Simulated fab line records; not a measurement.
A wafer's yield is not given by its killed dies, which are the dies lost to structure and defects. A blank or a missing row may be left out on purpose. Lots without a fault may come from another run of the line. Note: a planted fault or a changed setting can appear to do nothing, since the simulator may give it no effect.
Comparing a struck lot with a sound one	flow sky130	21 steps out of a route of 708
Sound: wafers L102.4, L102.5, L102.6. The struck wafers were L101.1, L101.2, L101.5. The cause comes at the end.
At each step with rows: each side's tool, then ch and its chambers, then its first start. Under that, the readings that differ: sound wafers	struck wafers	difference of the means	sigmas: that difference in standard deviations of wafers without a fault.
alike: words and numbers the same on both sides, and readings whose means are apart by under 2 such deviations; not compared: readings that were withheld, readings missing a value for some wafer, numbers with overlapping values and no deviation given by the record, and bounds like >300 which may hide the same value.
The two part at a step that has a row with sigmas, a row that says differs or no value, or rows on one side only. Numbers that have no deviation but don't overlap get no sigmas and don't part them. A reading that every wafer of one side lacks parts them only if that side has two wafers or more.

SKY_POLY_GATE_THK_MEAS_21:
  sound on film-metro-01, day 23 12:53; struck on film-metro-01, day 22 22:15
  alike: POLY_GATE_OXIDATION_THK
SKY_POLY_GATE_CD_MEAS_22:
  sound on cd-sem-02, day 23 12:59; struck on cd-sem-01, day 22 22:19
  alike: cd-nm
then, 7 steps without rows for these wafers: SKY_LDD_N_DEHYDRATE_00 (time 60 s); SKY_LDD_N_HMDS_01 (prime time 60 s); SKY_LDD_N_COAT_02 (resist thk 300 nm); SKY_LDD_N_SOFTBAKE_03 (time 60 s); SKY_LDD_N_EXPOSE_04 (exposes mask NTM, target cd 840 nm); SKY_LDD_N_PEB_05; SKY_LDD_N_DEVELOP_06 (develop time 60 s).
SKY_LDD_N_OVL_MEAS_07:
  sound on overlay-01, day 24 18:17; struck on overlay-01, day 24 04:01
  alike: LDD_N_OVL
then, 2 steps without rows for these wafers: SKY_LDD_N_IMPLANT_08; SKY_LDD_N_IMPLANT_09.
SKY_LDD_N_IMPLANT_10:
  sound on implanter-03 ch 0, day 24 18:41; struck on implanter-01 ch 0, day 24 04:22
reading	sound	struck	difference	sigmas
dose-ions-cm2	7.494e+13 7.514e+13 7.501e+13	5.457e+13 5.455e+13 5.443e+13	-2.051e+13	-99 or more
faraday-current-uA	423 417 425	313 308 314	-110	-12
  alike: end-station-pressure-torr
then, 5 steps without rows for these wafers: SKY_LDD_N_IMPLANT_11; SKY_LDD_N_IMPLANT_12; SKY_LDD_N_IMPLANT_13; SKY_LDD_N_IMPLANT_14; SKY_LDD_N_IMPLANT_15.
SKY_LDD_N_STRIP_16: strips in O2/N2.
  sound on plasma-asher-02 ch 0,1, day 24 19:32; struck on plasma-asher-04 ch 0,1, day 24 05:16
reading	sound	struck	difference	sigmas
strip-time-to-endpoint-s (s)	4.303 4.307 4.303	4.263 4.241 4.242	-0.056	-4
  alike: drypump-motor-current-A, oes-product-au
  not compared: rf-hours-counter-h
SKY_LDD_N_TW_MEAS_17:
  sound on film-metro-01, day 24 19:38; struck on film-metro-01, day 24 05:22
  alike: LDD_N_TW
-- here the record skips 26 days between the struck wafers' starts before and after, leaving off in module LDD_N and picking up in module PAD_OPEN (first step shown: number 708 of the route) --
SKY_PAD_OPEN_PROBE_99:
  sound on prober-01, day 50 13:02; struck on prober-02, day 49 20:46
reading	sound	struck	difference	sigmas
model.etest.tip-n.rs-ohm-sq	447.1 446.6 446.1	462.3 465.5 466.5	+18.2	
  alike: killed_at_M0_to_M3, killed_at_M4_up, killed-at-contacts, killed-at-front-end, killed-at-other, killed-dies, killed-open, killed-short

WHERE THEY PART
Earliest at SKY_LDD_N_IMPLANT_10; latest, in this record, at SKY_LDD_N_STRIP_16. Later steps at which nothing parts them and some readings are alike: SKY_LDD_N_TW_MEAS_17, SKY_PAD_OPEN_PROBE_99.

WHY: what had been put in by the simulator
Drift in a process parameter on implanter-01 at SKY_LDD_N_IMPLANT_10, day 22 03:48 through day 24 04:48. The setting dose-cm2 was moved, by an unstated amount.
